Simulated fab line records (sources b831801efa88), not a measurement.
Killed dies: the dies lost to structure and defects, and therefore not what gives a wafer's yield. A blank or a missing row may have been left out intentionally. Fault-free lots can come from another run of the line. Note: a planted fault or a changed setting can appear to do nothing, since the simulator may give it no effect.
Comparing a struck lot with a sound one    flow gf180mcu    14 out of 602 route steps
Sound: the wafers L469.1, L469.4, L469.6. Struck: wafers L477.1, L477.4, L477.5. The cause is named last.
Order at every step that has rows: each side's tool, ch and its chambers, its first start. Under that, the readings that differ: sound wafers    struck wafers    difference of the means    sigmas: that difference in standard deviations of wafers without a fault.
alike: readings whose means differ by less than 2 such deviations, and words and numbers that are the same on both sides. not compared: withheld readings, readings that some wafer has no value for, bounds like >300 that may hide the same value, and numbers for which the record gives no deviation and whose values overlap.
A row with sigmas, a row that says differs or no value, or rows on one side alone: a step with any of these is where the two part. Numbers that don't overlap but have no deviation are shown without sigmas and don't part them. A reading that every wafer of one side lacks parts them only if that side has two wafers or more.

GF_V4_OVL_MEAS_15:
  sound on overlay-01, day 28 04:51; struck on overlay-02, day 30 05:14
  alike: V4_OVL
then, 2 steps without rows for these wafers: GF_V4_ETCH_16 (etches BARC in N2/H2); GF_V4_ETCH_17 (etches SiO2 in C4F8/O2/Ar, stops on TiN, target depth 630 nm).
GF_V4_STRIP_18: strips in O2/N2.
  sound on plasma-asher-02 ch 0,1, day 28 05:01; struck on plasma-asher-02 ch 0, day 30 05:24
  alike: drypump-motor-current-A, heater-power-w, oes-product-au
  not compared: rf-hours-counter-h
then, 2 steps without rows for these wafers: GF_V4_STRIP_19 (strips in post etch residue remover, time 1200 s); GF_V4_CLEAN_20 (cleans in DIW).
GF_V4_SPUTTER_21: material Ti, target thk 15 nm, time 80.02 s.
  sound on pvd-sputter-03, day 28 05:33; struck on pvd-sputter-01, day 30 06:21
  alike: throttle-valve-pct
then, 1 step without rows for these wafers: GF_V4_SPUTTER_22 (material TiN, target thk 10 nm, time 40 s).
GF_V4_CVD_23: deposits W, target thk 350 nm, time 104.9 s.
  sound on cvd-w-02 ch 0,1, day 28 05:39; struck on cvd-w-02 ch 0,1, day 30 06:27
  alike: heater-power-w
GF_V4_RS_MEAS_24: measures by four-point-probe.
  sound on film-metro-02, day 28 05:46; struck on film-metro-01, day 30 06:34
  alike: V4_W_RS
GF_V4_THK_MEAS_25: measures by xrf.
  sound on film-metro-02, day 28 05:53; struck on film-metro-01, day 30 06:41
  alike: V4_W_THK
GF_V4_CMP_26: polishes, stops on SiO2, t overpolish 15 s, target thk 0 nm.
  sound on cmp-02 ch 1,3, day 28 05:56; struck on cmp-01 ch 1,2,3, day 30 06:47
  alike: motor-current-A, overpolish-run-s, retaining-ring-pressure-frac, time-to-endpoint-s
GF_MIM_SPUTTER_00: material Ti, target thk 37.5 nm, time 150 s.
  sound on pvd-sputter-01, day 28 06:14; struck on pvd-sputter-01, day 30 07:02
reading                                 sound             struck             difference  sigmas
model.Ti_of_MIM_SPUTTER_00.thk-nm (nm)  38.08 38.6 37.92  40.04 39.77 39.29  +1.50       
  alike: throttle-valve-pct
GF_MIM_SPUTTER_01: material TiN, target thk 30 nm, time 25 s.
  sound on pvd-sputter-01, day 28 06:20; struck on pvd-sputter-01, day 30 07:08
  alike: throttle-valve-pct

WHERE THEY PART
Nowhere in this record.

WHY: what had been put in by the simulator
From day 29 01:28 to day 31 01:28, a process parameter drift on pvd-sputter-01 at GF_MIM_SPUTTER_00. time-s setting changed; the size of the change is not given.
